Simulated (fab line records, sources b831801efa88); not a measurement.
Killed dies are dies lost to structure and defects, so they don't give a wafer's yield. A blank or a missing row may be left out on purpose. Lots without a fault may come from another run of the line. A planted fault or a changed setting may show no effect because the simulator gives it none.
Which tool did it? | flow gf180mcu | 14 lots, 40 wafers sampled, at 5 steps of a route of 602

WHAT THE GAUGES READ, wafer by wafer
GF_SAB_CD_MEAS_09: target cd 420 nm. Usual: cd_nm 420.3 nm, standard deviation 2.1.
lot  | measured     | on        | cd_nm (nm)        | flag
L350 | day 14 14:23 | cd_sem-02 | 418.3 419.9 418.0 |
L351 | day 15 19:37 | cd_sem-01 | 420.2 420.5 419.5 |
L352 | day 16 10:32 | cd_sem-02 | 423.4 423.8 422.7 |
L353 | day 16 12:50 | cd_sem-02 | 423.8 423.5 421.9 |
L358 | day 18 10:28 | cd_sem-02 | 422.1 419.5       |
L361 | day 19 16:31 | cd_sem-01 | 417.9 418.8       |
L364 | day 20 17:50 | cd_sem-02 | 421.5 420.9 421.7 |
L365 | day 21 01:16 | cd_sem-02 | 419.8 420.8 421.8 |
L366 | day 21 03:17 | cd_sem-02 | 419.6 422.0 421.4 |
L368 | day 21 22:59 | cd_sem-02 | 419.7 420.0 420.7 |
L369 | day 22 01:50 | cd_sem-02 | 419.0 419.0 420.3 |
L370 | day 22 10:22 | cd_sem-02 | 418.7 419.1 420.2 |
L372 | day 22 23:15 | cd_sem-01 | 420.7 422.3 421.4 |
L373 | day 23 05:23 | cd_sem-02 | 413.3 416.0 415.8 |

GF_SALICIDE_RS_MEAS_04: measures by four-point-probe. Usual: SALICIDE_TIN_RS 16.4 ohm/sq, standard deviation 0.34.
lot  | measured     | on            | SALICIDE_TIN_RS (ohm/sq) | flag
L350 | day 14 14:56 | film_metro-01 | 16.0 16.4 16.0           |
L351 | day 15 20:10 | film_metro-02 | 16.7 16.7 16.6           |
L352 | day 16 11:06 | film_metro-02 | 16.9 16.8 16.7           |
L353 | day 16 13:24 | film_metro-01 | 16.1 16.3 16.1           |
L358 | day 18 11:01 | film_metro-04 | 21.5 16.7                | OFF
L361 | day 19 17:05 | film_metro-01 | 22.6 17.1                | OFF
L364 | day 20 18:24 | film_metro-01 | 16.0 15.8 15.7           |
L365 | day 21 01:50 | film_metro-01 | 16.1 16.6 15.8           |
L366 | day 21 03:51 | film_metro-01 | 16.6 16.2 16.5           |
L368 | day 21 23:32 | film_metro-02 | 16.7 16.5 16.6           |
L369 | day 22 02:23 | film_metro-02 | 16.6 16.6 17.1           |
L370 | day 22 10:55 | film_metro-02 | 16.3 16.8 16.4           |
L372 | day 22 23:48 | film_metro-02 | 16.6 16.7 16.6           |
L373 | day 23 05:58 | film_metro-01 | 16.5 16.5 16.6           |

GF_CONTACT_OVL_MEAS_15. Usual: CONTACT_OVL 2 nm, standard deviation 5.9.
lot  | measured     | on         | CONTACT_OVL (nm) | flag
L350 | day 15 13:34 | overlay-02 | 9 13 7           |
L351 | day 16 20:10 | overlay-02 | 15 7 8           |
L352 | day 17 11:39 | overlay-02 | 6 9 8            |
L353 | day 17 13:33 | overlay-02 | -12 -9 -8        |
L358 | day 19 12:51 | overlay-02 | 1 0              |
L361 | day 20 18:21 | overlay-02 | -2 1             |
L364 | day 21 19:49 | overlay-02 | 1 4 2            |
L365 | day 22 03:17 | overlay-02 | 9 13 14          |
L366 | day 22 05:12 | overlay-02 | 2 -3 4           |
L368 | day 22 23:40 | overlay-02 | -11 -4 2         |
L369 | day 23 03:00 | overlay-02 | 13 6 6           |
L370 | day 23 10:21 | overlay-01 | -3 0 9           |
L372 | day 23 23:33 | overlay-02 | -4 0 2           |
L373 | day 24 05:48 | overlay-02 | -3 -1 -1         |

WHICH TOOL RAN EACH LOT (tool, then ch and the chambers of the sampled wafers, then the start)
lot  | GF_SALICIDE_SPUTTER_02       | GF_SALICIDE_RTA_08
L350 | pvd_sputter-03, day 14 14:52 | rtp_anneal-01 ch 0, day 14 15:18
L351 | pvd_sputter-04, day 15 20:06 | rtp_anneal-01 ch 0, day 15 20:33
L352 | pvd_sputter-04, day 16 11:03 | rtp_anneal-01 ch 0, day 16 11:29
L353 | pvd_sputter-03, day 16 13:21 | rtp_anneal-01 ch 0, day 16 13:46
L358 | pvd_sputter-04, day 18 10:56 | rtp_anneal-02 ch 0, day 18 11:23
L361 | pvd_sputter-04, day 19 17:02 | rtp_anneal-02 ch 0, day 19 17:28
L364 | pvd_sputter-01, day 20 18:20 | rtp_anneal-01 ch 0, day 20 18:46
L365 | pvd_sputter-01, day 21 01:47 | rtp_anneal-01 ch 0, day 21 02:13
L366 | pvd_sputter-03, day 21 03:47 | rtp_anneal-01 ch 0, day 21 04:14
L368 | pvd_sputter-01, day 21 23:26 | rtp_anneal-01 ch 0, day 21 23:54
L369 | pvd_sputter-04, day 22 02:20 | rtp_anneal-01 ch 0, day 22 02:45
L370 | pvd_sputter-03, day 22 10:52 | rtp_anneal-02 ch 0, day 22 11:17
L372 | pvd_sputter-01, day 22 23:44 | rtp_anneal-02 ch 0, day 23 00:10
L373 | pvd_sputter-01, day 23 05:55 | rtp_anneal-02 ch 0, day 23 06:26
- GF_SALICIDE_SPUTTER_02: material Co, target thk 10 nm, time 20 s.
- GF_SALICIDE_RTA_08: time 30 s.

WHAT THE TOOLS THEMSELVES READ (means of the sampled wafers that have a number; where no wafer has one, the mark that the record gives instead)
GF_SALICIDE_SPUTTER_02. Usual: throttle_valve_pct 29.7 %, standard deviation 0.9.
lot  | tool           | throttle_valve_pct (%) | flag
L350 | pvd_sputter-03 | 29.2                   |
L351 | pvd_sputter-04 | 29.7                   |
L352 | pvd_sputter-04 | 30.3                   |
L353 | pvd_sputter-03 | 29.8                   |
L358 | pvd_sputter-04 | 29.3                   |
L361 | pvd_sputter-04 | 30.3                   |
L364 | pvd_sputter-01 | 29.4                   |
L365 | pvd_sputter-01 | 29.1                   |
L366 | pvd_sputter-03 | 29.5                   |
L368 | pvd_sputter-01 | 29.3                   |
L369 | pvd_sputter-04 | 30.5                   |
L370 | pvd_sputter-03 | 29.2                   |
L372 | pvd_sputter-01 | 29.8                   |
L373 | pvd_sputter-01 | 29.7                   |

GF_SALICIDE_RTA_08. Usual: anneal_temp_c_max 805.6, standard deviation 0.97; lamp_power_pct 16.7 %, standard deviation 0.57; wafer_temp_C_max 803.0, standard deviation 0.86.
lot  | tool          | anneal_temp_c_max | lamp_power_pct (%) | wafer_temp_C_max | flag
L350 | rtp_anneal-01 | 805.7             | 16.3               | 802.6            |
L351 | rtp_anneal-01 | 805.9             | 16.3               | 803.2            |
L352 | rtp_anneal-01 | 804.9             | 16.3               | 802.6            |
L353 | rtp_anneal-01 | 805.3             | 16.3               | 801.9            |
L358 | rtp_anneal-02 | 804.8             | 17.5               | 803.8            |
L361 | rtp_anneal-02 | 805.7             | 17.5               | 803.5            |
L364 | rtp_anneal-01 | 804.9             | 16.3               | 802.5            |
L365 | rtp_anneal-01 | 807.2             | 16.3               | 802.1            |
L366 | rtp_anneal-01 | 805.7             | 16.3               | 802.4            |
L368 | rtp_anneal-01 | 805.1             | 16.3               | 803.0            |
L369 | rtp_anneal-01 | 805.5             | 16.3               | 802.9            |
L370 | rtp_anneal-02 | 805.8             | 17.5               | 804.3            |
L372 | rtp_anneal-02 | 805.6             | 17.5               | 803.6            |
L373 | rtp_anneal-02 | 806.4             | 17.5               | 803.7            |

THE ANSWER, worked out from the rows above alone
Rule: a lot is off if the mean of its wafers that have a number lies more than 3 standard deviations from the usual mean. A lot without any number at a reading at which 4 lots or more have one is off too. The other lots that the step has rows for count as sound. The gauges are gone through in route order, then the tools' own readings, and for those a lot's mean is taken as printed above. The first step at which some lot is off is used, and at that step the reading that is off furthest; a lot without a number counts as furthest.
Off: L358, L361, at GF_SALICIDE_RS_MEAS_04 (SALICIDE_TIN_RS).
A tool fits if, at a process step before that reading, it ran every lot that is off, and no sound lot after the first of them. The gauges at GF_SALICIDE_RS_MEAS_04 are tried like those tools. None of those tried fits.

WHAT THE SIMULATOR HAD PUT IN
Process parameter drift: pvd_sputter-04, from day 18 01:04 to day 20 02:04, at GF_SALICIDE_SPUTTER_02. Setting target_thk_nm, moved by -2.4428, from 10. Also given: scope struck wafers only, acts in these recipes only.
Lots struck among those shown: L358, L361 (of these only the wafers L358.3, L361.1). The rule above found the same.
